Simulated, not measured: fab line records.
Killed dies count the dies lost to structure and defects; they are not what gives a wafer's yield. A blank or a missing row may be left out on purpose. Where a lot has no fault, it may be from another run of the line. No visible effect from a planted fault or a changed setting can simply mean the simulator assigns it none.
Which tool is to blame? -- flow sky130 -- 35 wafers from 12 lots sampled at 5 of the route's 708 steps

## WHAT THE GAUGES SHOWED, per wafer
SKY_FIELD_ISO_THK_MEAS_23.
lot,measured,on,FIELD_ISO_OXIDATION_01_THK (nm)
L486,day 3 06:13,film-metro-01,10.09 10.01 9.75
L490,day 3 21:08,film-metro-04,10.04 10.08 9.94
L491,day 4 00:00,film-metro-03,9.87 9.85 9.89
L492,day 4 07:13,film-metro-03,9.67 9.65 9.76
L493,day 4 12:44,film-metro-04,10.12 10.25 9.91
L494,day 4 17:58,film-metro-04,10.01 10.14 9.90
L495,day 4 21:32,film-metro-04,9.99 9.75 9.69
L497,day 5 09:17,film-metro-03,10.13 9.98 10.25
L498,day 5 12:05,film-metro-03,9.85 9.63 9.70
L501,day 6 06:20,film-metro-04,9.89 9.98 9.94
L502,day 6 10:31,film-metro-04,10.19 10.40 10.06
L503,day 6 18:16,film-metro-04,10.22 10.36

SKY_FIELD_ISO_THK_MEAS_25.
lot,measured,on,FIELD_ISO_CVD_24_THK (nm)
L486,day 3 06:22,film-metro-03,604 600 593
L490,day 3 21:16,film-metro-04,598 594 601
L491,day 4 00:08,film-metro-04,593 597 594
L492,day 4 07:21,film-metro-01,598 604 595
L493,day 4 12:52,film-metro-01,590 592 585
L494,day 4 18:05,film-metro-01,590 598 585
L495,day 4 21:40,film-metro-04,597 605 602
L497,day 5 09:25,film-metro-04,600 591 590
L498,day 5 12:13,film-metro-01,592 601 600
L501,day 6 06:28,film-metro-01,591 596 588
L502,day 6 10:39,film-metro-04,874 586 869
L503,day 6 18:23,film-metro-04,882 885

SKY_VT_ADJUST_LVTN_TW_MEAS_21.
lot,measured,on,VT_ADJUST_LVTN_2_TW
L486,day 9 04:02,film-metro-04,186.2 185.7 186.2
L490,day 9 19:58,film-metro-04,185.7 185.9 185.5
L491,day 10 03:13,film-metro-02,191.3 191.7 191.4
L492,day 10 12:27,film-metro-03,187.5 187.2 188.0
L493,day 10 15:14,film-metro-04,184.8 185.5 185.9
L494,day 11 00:23,film-metro-04,185.0 185.4 185.5
L495,day 11 03:08,film-metro-04,185.5 185.1 186.0
L497,day 11 21:14,film-metro-02,190.3 190.1 190.1
L498,day 12 02:56,film-metro-04,186.5 185.8 185.8
L501,day 13 04:38,film-metro-02,191.2 191.2 190.5
L502,day 13 11:14,film-metro-04,184.6 185.0 185.1
L503,day 13 18:13,film-metro-04,184.5 186.1

## TOOL THAT RAN EACH LOT (tool first, then ch and the chambers of the sampled wafers, then the start)
lot,SKY_FIELD_ISO_CVD_24,SKY_FIELD_ISO_CMP_27
L486,"hdpcvd-01 ch 1,2, day 3 06:17","cmp-02 ch 1,2,3, day 3 09:27"
L490,"hdpcvd-01 ch 0,1,2, day 3 21:13","cmp-02 ch 2,3, day 3 22:48"
L491,"hdpcvd-01 ch 1,2, day 4 00:02","cmp-01 ch 0,2,3, day 4 02:58"
L492,"hdpcvd-01 ch 0,2, day 4 07:16","cmp-02 ch 0,2,3, day 4 10:08"
L493,"hdpcvd-01 ch 1,2, day 4 12:48","cmp-01 ch 0,1,2, day 4 14:26"
L494,"hdpcvd-02 ch 1,2, day 4 18:01","cmp-02 ch 1,2,3, day 4 20:22"
L495,"hdpcvd-01 ch 1,2, day 4 21:35","cmp-01 ch 0,2, day 4 23:16"
L497,"hdpcvd-01 ch 1,2, day 5 09:20","cmp-02 ch 0,1, day 5 11:01"
L498,"hdpcvd-02 ch 0,1,2, day 5 12:08","cmp-02 ch 0,1,2, day 5 14:41"
L501,"hdpcvd-02 ch 0,1, day 6 06:23","cmp-01 ch 0,3, day 6 09:21"
L502,"hdpcvd-02 ch 0,2, day 6 10:35","cmp-02 ch 0,2,3, day 6 14:54"
L503,"hdpcvd-02 ch 0, day 6 18:18","cmp-01 ch 1,2, day 6 20:58"
- SKY_FIELD_ISO_CVD_24: deposits SiO2, target thk 595 nm, time 99.2 s.
- SKY_FIELD_ISO_CMP_27: polishes, stops on Si3N4, t overpolish 16 s, target thk 457.8 nm.

## AS READ BY THE TOOLS THEMSELVES (means over the sampled wafers that have a number; for cases with no such wafer, the mark the record gives instead)
SKY_FIELD_ISO_CMP_27.
lot,tool,motor-current-A (A),slurry-filter-dp-kPa (kPa),time-to-endpoint-s (s)
L486,cmp-02,12.0,13.56,113
L490,cmp-02,12.2,13.49,115
L491,cmp-01,11.9,13.54,114
L492,cmp-02,12.1,13.56,109
L493,cmp-01,12.2,13.62,112
L494,cmp-02,12.8,13.47,111
L495,cmp-01,12.5,13.39,117
L497,cmp-02,12.2,13.42,108
L498,cmp-02,12.0,13.47,107
L501,cmp-01,11.2,13.47,116
L502,cmp-02,12.5,13.41,142
L503,cmp-01,11.8,13.57,166

## THE ANSWER, worked out from the rows above alone
Rule: usual is defined by the lots themselves. The widest of any qualifying gaps counts: lots, ordered by their means at a reading, are off when they make up no more than a third of the lots, leave a main group of 4 or more, and stand apart from it by 3 or more times the standard deviation of that group's means. A main group is skipped when, at the precision printed for the reading in the tables above, its means are all equal. A lot without any number at a reading at which 4 lots or more have one is off too. All remaining lots with rows at the step are treated as sound. After the gauges, taken in route order, come the tools' own readings; for these a lot's mean is taken, as printed above. At the first step where some lot is off, the reading lying furthest off is the one used; lots without a number count as furthest.
Off: at SKY_FIELD_ISO_THK_MEAS_25 (FIELD_ISO_CVD_24_THK), L502, L503. The main group: mean 595 nm, standard deviation 3.9.
A tool fits if, at a process step before that reading, it ran every lot that is off, and no sound lot after the first of them. The gauges at SKY_FIELD_ISO_THK_MEAS_25 aren't tried: what is off there is off at SKY_FIELD_ISO_CMP_27 too, on other tools, and a gauge's error can't cause that. One fits: SKY_FIELD_ISO_CVD_24 on hdpcvd-02. Its last sound lot is L501 (day 6 06:23), its first lot that is off L502 (day 6 10:35): a fault that began between those two fits.

## WHAT WAS PUT IN BY THE SIMULATOR
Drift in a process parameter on hdpcvd-02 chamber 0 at SKY_FIELD_ISO_CVD_24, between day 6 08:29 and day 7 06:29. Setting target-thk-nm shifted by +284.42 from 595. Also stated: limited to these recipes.
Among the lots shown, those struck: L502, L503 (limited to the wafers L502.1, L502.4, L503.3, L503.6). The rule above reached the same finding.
